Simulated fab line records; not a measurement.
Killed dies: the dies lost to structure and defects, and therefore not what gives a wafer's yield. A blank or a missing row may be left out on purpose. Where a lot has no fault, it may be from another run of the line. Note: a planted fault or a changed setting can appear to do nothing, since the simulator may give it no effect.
Which tool did it? || flow gf180mcu || 12 lots, 36 wafers sampled, at 5 steps of a route of 602

== WHAT THE GAUGES READ, wafer by wafer ==
GF_M3_CD_MEAS_14: the cd target is 280 nm. Usual: cd-nm at 280.1 nm, with a standard deviation of 1.3.
{"lot": "L291", "measured": "day 21 16:04", "on": "cd-sem-01", "cd-nm (nm)": "279.2 279.1 279.4", "flag": ""}
{"lot": "L293", "measured": "day 22 10:09", "on": "cd-sem-02", "cd-nm (nm)": "281.1 280.7 280.9", "flag": ""}
{"lot": "L294", "measured": "day 22 18:46", "on": "cd-sem-01", "cd-nm (nm)": "281.4 281.5 280.0", "flag": ""}
{"lot": "L297", "measured": "day 23 21:43", "on": "cd-sem-01", "cd-nm (nm)": "278.9 279.2 280.3", "flag": ""}
{"lot": "L298", "measured": "day 24 03:04", "on": "cd-sem-02", "cd-nm (nm)": "279.4 277.5 279.8", "flag": ""}
{"lot": "L299", "measured": "day 24 10:25", "on": "cd-sem-02", "cd-nm (nm)": "280.8 282.2 281.6", "flag": ""}
{"lot": "L300", "measured": "day 24 22:08", "on": "cd-sem-01", "cd-nm (nm)": "280.2 279.7 280.3", "flag": ""}
{"lot": "L301", "measured": "day 25 08:29", "on": "cd-sem-02", "cd-nm (nm)": "280.5 279.8 278.8", "flag": ""}
{"lot": "L304", "measured": "day 26 04:45", "on": "cd-sem-01", "cd-nm (nm)": "278.4 277.8 279.2", "flag": ""}
{"lot": "L309", "measured": "day 27 14:20", "on": "cd-sem-02", "cd-nm (nm)": "282.6 282.4 281.6", "flag": ""}
{"lot": "L311", "measured": "day 28 09:04", "on": "cd-sem-02", "cd-nm (nm)": "279.3 279.7 278.8", "flag": ""}
{"lot": "L312", "measured": "day 28 13:01", "on": "cd-sem-01", "cd-nm (nm)": "281.8 280.4 279.9", "flag": ""}

GF_V3_THK_MEAS_03. Usual: V3_CVD_02_THK 849 nm, standard deviation 11.
{"lot": "L291", "measured": "day 21 17:06", "on": "film-metro-01", "V3_CVD_02_THK (nm)": "836 830 845", "flag": ""}
{"lot": "L293", "measured": "day 22 11:10", "on": "film-metro-02", "V3_CVD_02_THK (nm)": "837 847 860", "flag": ""}
{"lot": "L294", "measured": "day 22 19:50", "on": "film-metro-01", "V3_CVD_02_THK (nm)": "858 831 852", "flag": ""}
{"lot": "L297", "measured": "day 23 22:50", "on": "film-metro-04", "V3_CVD_02_THK (nm)": "858 840 846", "flag": ""}
{"lot": "L298", "measured": "day 24 04:11", "on": "film-metro-02", "V3_CVD_02_THK (nm)": "845 841 863", "flag": ""}
{"lot": "L299", "measured": "day 24 11:25", "on": "film-metro-01", "V3_CVD_02_THK (nm)": "844 841 837", "flag": ""}
{"lot": "L300", "measured": "day 24 23:09", "on": "film-metro-02", "V3_CVD_02_THK (nm)": "848 858 857", "flag": ""}
{"lot": "L301", "measured": "day 25 09:29", "on": "film-metro-04", "V3_CVD_02_THK (nm)": "850 842 856", "flag": ""}
{"lot": "L304", "measured": "day 26 05:45", "on": "film-metro-04", "V3_CVD_02_THK (nm)": "833 852 834", "flag": ""}
{"lot": "L309", "measured": "day 27 15:19", "on": "film-metro-04", "V3_CVD_02_THK (nm)": "837 841 851", "flag": ""}
{"lot": "L311", "measured": "day 28 10:04", "on": "film-metro-02", "V3_CVD_02_THK (nm)": "685 676 868 686 676 868", "flag": "OFF"}
{"lot": "L312", "measured": "day 28 14:01", "on": "film-metro-02", "V3_CVD_02_THK (nm)": "672 679 852 672 678 852", "flag": "OFF"}

== WHAT TOOL EACH LOT RAN ON (gives the tool, then ch and the chambers of the sampled wafers, and finally the start) ==
{"lot": "L291", "GF_V2_ETCH_17": "rie-diel-01 ch 1,2, day 20 14:59 or earlier", "GF_M3_SPUTTER_03": "pvd-sputter-03, day 20 14:59", "GF_V3_CVD_02": "pecvd-03 ch 0,1, day 21 17:02"}
{"lot": "L293", "GF_V2_ETCH_17": "rie-diel-03 ch 0,1,3, day 21 11:14 or earlier", "GF_M3_SPUTTER_03": "pvd-sputter-01, day 21 11:14", "GF_V3_CVD_02": "pecvd-03 ch 0,1, day 22 11:06"}
{"lot": "L294", "GF_V2_ETCH_17": "rie-diel-03 ch 1,2, day 21 19:20 or earlier", "GF_M3_SPUTTER_03": "pvd-sputter-02, day 21 19:20", "GF_V3_CVD_02": "pecvd-01 ch 1,2, day 22 19:46"}
{"lot": "L297", "GF_V2_ETCH_17": "rie-diel-03 ch 0,2, day 22 22:52 or earlier", "GF_M3_SPUTTER_03": "pvd-sputter-03, day 22 22:52", "GF_V3_CVD_02": "pecvd-01 ch 1,2, day 23 22:46"}
{"lot": "L298", "GF_V2_ETCH_17": "rie-diel-01 ch 1,3, day 23 04:59 or earlier", "GF_M3_SPUTTER_03": "pvd-sputter-01, day 23 04:59", "GF_V3_CVD_02": "pecvd-03 ch 1,2, day 24 04:07"}
{"lot": "L299", "GF_V2_ETCH_17": "rie-diel-02 ch 0,1,3, day 23 12:34 or earlier", "GF_M3_SPUTTER_03": "pvd-sputter-01, day 23 12:34", "GF_V3_CVD_02": "pecvd-02 ch 0,1,2, day 24 11:21"}
{"lot": "L300", "GF_V2_ETCH_17": "rie-diel-02 ch 0,2, day 24 00:26 or earlier", "GF_M3_SPUTTER_03": "pvd-sputter-01, day 24 00:26", "GF_V3_CVD_02": "pecvd-01 ch 0,2, day 24 23:04"}
{"lot": "L301", "GF_V2_ETCH_17": "rie-diel-02 ch 0,2,3, day 24 10:32 or earlier", "GF_M3_SPUTTER_03": "pvd-sputter-03, day 24 10:32", "GF_V3_CVD_02": "pecvd-02 ch 0,2, day 25 09:24"}
{"lot": "L304", "GF_V2_ETCH_17": "rie-diel-01 ch 0,2,3, day 25 08:08 or earlier", "GF_M3_SPUTTER_03": "pvd-sputter-01, day 25 08:08", "GF_V3_CVD_02": "pecvd-02 ch 0,1,2, day 26 05:41"}
{"lot": "L309", "GF_V2_ETCH_17": "rie-diel-01 ch 0,3, day 26 17:47 or earlier", "GF_M3_SPUTTER_03": "pvd-sputter-03, day 26 17:47", "GF_V3_CVD_02": "pecvd-03 ch 0,2, day 27 15:14"}
{"lot": "L311", "GF_V2_ETCH_17": "rie-diel-01 ch 1,2,3, day 27 13:43 or earlier", "GF_M3_SPUTTER_03": "pvd-sputter-01, day 27 13:43", "GF_V3_CVD_02": "pecvd-02 ch 0,2, day 28 10:00"}
{"lot": "L312", "GF_V2_ETCH_17": "rie-diel-03 ch 0,1,3, day 27 16:55 or earlier", "GF_M3_SPUTTER_03": "pvd-sputter-01, day 27 16:55", "GF_V3_CVD_02": "pecvd-02 ch 0,1,2, day 28 13:57"}
- GF_V2_ETCH_17: etches SiO2 in C4F8/O2/Ar, stops on TiN, target depth 630 nm.
- GF_M3_SPUTTER_03: material Ti, target thk 10 nm, time 6.7 s.
- GF_V3_CVD_02: deposits SiO2 from TEOS, target thk 850 nm, time 94.851 s.

== WHAT THE TOOLS THEMSELVES READ (means of the sampled wafers that have a number; where no wafer has one, the mark that the record gives instead) ==
GF_V2_ETCH_17. Usual: oes-product-au at 0.855 a.u., with a standard deviation of 0.0044.
{"lot": "L291", "tool": "rie-diel-01", "oes-product-au (a.u.)": 0.854, "flag": ""}
{"lot": "L293", "tool": "rie-diel-03", "oes-product-au (a.u.)": 0.855, "flag": ""}
{"lot": "L294", "tool": "rie-diel-03", "oes-product-au (a.u.)": 0.859, "flag": ""}
{"lot": "L297", "tool": "rie-diel-03", "oes-product-au (a.u.)": 0.853, "flag": ""}
{"lot": "L298", "tool": "rie-diel-01", "oes-product-au (a.u.)": 0.852, "flag": ""}
{"lot": "L299", "tool": "rie-diel-02", "oes-product-au (a.u.)": 0.860, "flag": ""}
{"lot": "L300", "tool": "rie-diel-02", "oes-product-au (a.u.)": 0.857, "flag": ""}
{"lot": "L301", "tool": "rie-diel-02", "oes-product-au (a.u.)": 0.856, "flag": ""}
{"lot": "L304", "tool": "rie-diel-01", "oes-product-au (a.u.)": 0.855, "flag": ""}
{"lot": "L309", "tool": "rie-diel-01", "oes-product-au (a.u.)": 0.862, "flag": ""}
{"lot": "L311", "tool": "rie-diel-01", "oes-product-au (a.u.)": 0.856, "flag": ""}
{"lot": "L312", "tool": "rie-diel-03", "oes-product-au (a.u.)": 0.854, "flag": ""}

GF_M3_SPUTTER_03. Usual: throttle-valve-pct at 30.1 %, with a standard deviation of 1.6.
{"lot": "L291", "tool": "pvd-sputter-03", "throttle-valve-pct (%)": 29.0, "flag": ""}
{"lot": "L293", "tool": "pvd-sputter-01", "throttle-valve-pct (%)": 29.5, "flag": ""}
{"lot": "L294", "tool": "pvd-sputter-02", "throttle-valve-pct (%)": 30.5, "flag": ""}
{"lot": "L297", "tool": "pvd-sputter-03", "throttle-valve-pct (%)": 28.9, "flag": ""}
{"lot": "L298", "tool": "pvd-sputter-01", "throttle-valve-pct (%)": 29.1, "flag": ""}
{"lot": "L299", "tool": "pvd-sputter-01", "throttle-valve-pct (%)": 29.2, "flag": ""}
{"lot": "L300", "tool": "pvd-sputter-01", "throttle-valve-pct (%)": 29.9, "flag": ""}
{"lot": "L301", "tool": "pvd-sputter-03", "throttle-valve-pct (%)": 29.3, "flag": ""}
{"lot": "L304", "tool": "pvd-sputter-01", "throttle-valve-pct (%)": 28.9, "flag": ""}
{"lot": "L309", "tool": "pvd-sputter-03", "throttle-valve-pct (%)": 29.4, "flag": ""}
{"lot": "L311", "tool": "pvd-sputter-01", "throttle-valve-pct (%)": 29.5, "flag": ""}
{"lot": "L312", "tool": "pvd-sputter-01", "throttle-valve-pct (%)": 29.1, "flag": ""}

GF_V3_CVD_02. Usual: heater-power-w 644 W, standard deviation 110; run-length-s 122.7 s, standard deviation 0.51.
{"lot": "L291", "tool": "pecvd-03", "heater-power-w (W)": 705, "run-length-s (s)": 122.0, "flag": ""}
{"lot": "L293", "tool": "pecvd-03", "heater-power-w (W)": 630, "run-length-s (s)": 122.1, "flag": ""}
{"lot": "L294", "tool": "pecvd-01", "heater-power-w (W)": 829, "run-length-s (s)": 122.8, "flag": ""}
{"lot": "L297", "tool": "pecvd-01", "heater-power-w (W)": 819, "run-length-s (s)": 122.8, "flag": ""}
{"lot": "L298", "tool": "pecvd-03", "heater-power-w (W)": 638, "run-length-s (s)": 122.6, "flag": ""}
{"lot": "L299", "tool": "pecvd-02", "heater-power-w (W)": 564, "run-length-s (s)": 122.5, "flag": ""}
{"lot": "L300", "tool": "pecvd-01", "heater-power-w (W)": 845, "run-length-s (s)": 123.1, "flag": ""}
{"lot": "L301", "tool": "pecvd-02", "heater-power-w (W)": 617, "run-length-s (s)": 122.3, "flag": ""}
{"lot": "L304", "tool": "pecvd-02", "heater-power-w (W)": 502, "run-length-s (s)": 122.7, "flag": ""}
{"lot": "L309", "tool": "pecvd-03", "heater-power-w (W)": 569, "run-length-s (s)": 122.8, "flag": ""}
{"lot": "L311", "tool": "pecvd-02", "heater-power-w (W)": 523, "run-length-s (s)": 109.9, "flag": "OFF"}
{"lot": "L312", "tool": "pecvd-02", "heater-power-w (W)": 547, "run-length-s (s)": 110.0, "flag": "OFF"}

== THE ANSWER, worked out from the rows above alone ==
Rule: a lot counts as off when the mean over its wafers that have a number is more than 3 standard deviations away from the usual mean. Also off: a lot with no number at a reading for which 4 or more lots have one. Any other lot the step has rows for is counted as sound. Order of review: gauges by route order, followed by the tools' own readings, for which a lot's mean as printed above is used. At the first step where some lot is off, the reading lying furthest off is the one used; lots without a number count as furthest.
Off: at GF_V3_THK_MEAS_03 (V3_CVD_02_THK), L311, L312.
A tool fits if, at a process step before that reading, it ran every lot that is off, and no sound lot after the first of them. Not tried: the gauges at GF_V3_THK_MEAS_03; whatever is off there is also off at GF_V3_CVD_02, on other tools, and gauge error can't account for it. Because GF_V2_ETCH_17 lacks a start for some lots, the hours and order of its lots are taken from GF_M3_SPUTTER_03. Can't be told from this: 2 tools fit, pvd-sputter-01 at GF_M3_SPUTTER_03, pecvd-02 at GF_V3_CVD_02.

== WHAT HAD BEEN PUT IN BY THE SIMULATOR ==
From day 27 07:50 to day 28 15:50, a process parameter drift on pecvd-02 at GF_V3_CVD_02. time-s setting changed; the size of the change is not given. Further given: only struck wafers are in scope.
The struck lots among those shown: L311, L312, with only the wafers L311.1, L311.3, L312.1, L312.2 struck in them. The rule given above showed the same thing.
